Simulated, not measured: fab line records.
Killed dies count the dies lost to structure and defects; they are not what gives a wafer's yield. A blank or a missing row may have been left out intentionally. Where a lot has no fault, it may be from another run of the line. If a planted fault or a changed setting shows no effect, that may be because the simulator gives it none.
A lot that was struck, set against a sound lot / flow gf180mcu / 17 out of 602 route steps
Sound: the wafers L842.1, L842.2, L842.4. Struck: wafer L853.1. (L853.4, L853.5 of the same lot were not struck and are left out.) The cause comes at the end.
At each step with rows: each side's tool, then ch and its chambers, then its first start. Under that, the readings that differ: sound wafers / struck wafers / difference of the means / sigmas: that difference in standard deviations of wafers without a fault.
alike: words and numbers the same on both sides, and readings whose means are apart by under 2 such deviations; not compared: readings that were withheld, readings missing a value for some wafer, numbers with overlapping values and no deviation given by the record, and bounds like >300 which may hide the same value.
The two part at a step that has a row with sigmas, a row that says differs or no value, or rows on one side only. Non-overlapping numbers with no deviation appear without sigmas and do not part them. A reading missing from all wafers of one side parts the sides only when that side holds two or more wafers.

first, 1 step without rows for these wafers: GF_STI_DEVELOP_11 (develop time 60 s).
GF_STI_CD_MEAS_12: the cd target is 220 nm.
  sound on cd sem-01 at day 3 09:10; struck on cd sem-02 at day 5 19:55
  alike: cd nm
GF_STI_ETCH_13: etches the open film in CHF3/O2, stops on Si, target depth 282.31 nm, time 112.9 s.
  sound on rie diel-04 ch 1,2,3, day 3 09:17; struck on rie diel-04 ch 2, day 5 20:02
  alike: bias w, drypump motor current A, oes product au, throttle valve pct
  not compared: rf hours counter h
GF_STI_ETCH_14: etches Si in HBr/Cl2/O2, target depth 360 nm, time 102.9 s.
  sound on rie si-02 ch 0,1,2, day 3 09:22; struck on rie si-02 ch 0, day 5 20:07
reading=rf hours counter h (h); sound=36 47 77; struck=78; difference=+25; sigmas=
  alike: bias w, drypump motor current A, oes product au, throttle valve pct
GF_STI_STRIP_15: strips in O2/N2.
  sound on plasma asher-03 ch 0,1, day 3 09:26; struck on plasma asher-02 ch 1, day 5 20:11
reading=drypump motor current A (A); sound=5.2 4.6 5.2; struck=6.0; difference=+1.0; sigmas=+2
  alike: heater power w, oes product au, strip time to endpoint s
  not compared: rf hours counter h
then, 6 steps without rows for these wafers: GF_STI_CLEAN_16 (cleans in dHF, time 25 s); GF_STI_WET_ETCH_17 (etches Si3N4 in H3PO4, target depth 45 nm, time 514 s); GF_STI_CLEAN_18 (cleans in SC1/SC2, time 150 s); GF_STI_CLEAN_19 (cleans in dHF, time 20 s); GF_STI_WET_ETCH_20 (etches SiO2 in dHF, target depth 20 nm, time 400 s); GF_STI_OXIDATION_21 (stabilise 600 s, purge 300 s, target thk 15 nm).
GF_STI_THK_MEAS_22:
  sound on film metro-04 at day 3 11:01; struck on film metro-04 at day 5 22:54
  alike: STI_OXIDATION_01_THK
GF_STI_CVD_23: deposits SiO2, target thk 650 nm, time 108.3 s.
  sound on hdpcvd-02 ch 0,2, day 3 11:04; struck on hdpcvd-01 ch 0, day 5 22:58
reading=model.SiO2_of_STI_CVD_23.thk nm (nm); sound=626.7 631.3 626.2; struck=1108; difference=+480; sigmas=
GF_STI_THK_MEAS_24:
  sound on film metro-03 at day 3 11:11; struck on film metro-04 at day 5 23:16
reading=STI_CVD_23_THK (nm); sound=627 632 626; struck=1108; difference=+480; sigmas=+58
  not compared: hold
GF_STI_CMP_25: polishes, stops on Si3N4, t overpolish 33 s, target thk 524.6 nm.
  sound on cmp-01 ch 1,2,3, day 3 11:17; struck on cmp-01 ch 0, day 6 02:42
reading=hold; sound=- - -; struck=await dispo/3.0h/release; difference=no value on the sound wafers; sigmas=
reading=time to endpoint s (s); sound=119 120 120; struck=205; difference=+85; sigmas=+13
  alike: motor current A, slurry flow ml min
then, 1 step without rows for these wafers: GF_STI_WET_ETCH_26 (etches SiO2 in dHF, target depth 94 nm, time 188 s).
-- the record jumps here: 28 days lie between the struck wafers' starts before and after (it left off in module STI and takes up again in module PASSIVATION, whose first step shown is number 602 of the route) --
GF_PASSIVATION_PROBE_99:
  record: rows for the struck wafers here (prober-01, day 33 17:55), none for the sound ones

WHERE THEY PART
Last at GF_PASSIVATION_PROBE_99 as far as this record goes, first at GF_STI_STRIP_15.

WHY: what the simulator had put in
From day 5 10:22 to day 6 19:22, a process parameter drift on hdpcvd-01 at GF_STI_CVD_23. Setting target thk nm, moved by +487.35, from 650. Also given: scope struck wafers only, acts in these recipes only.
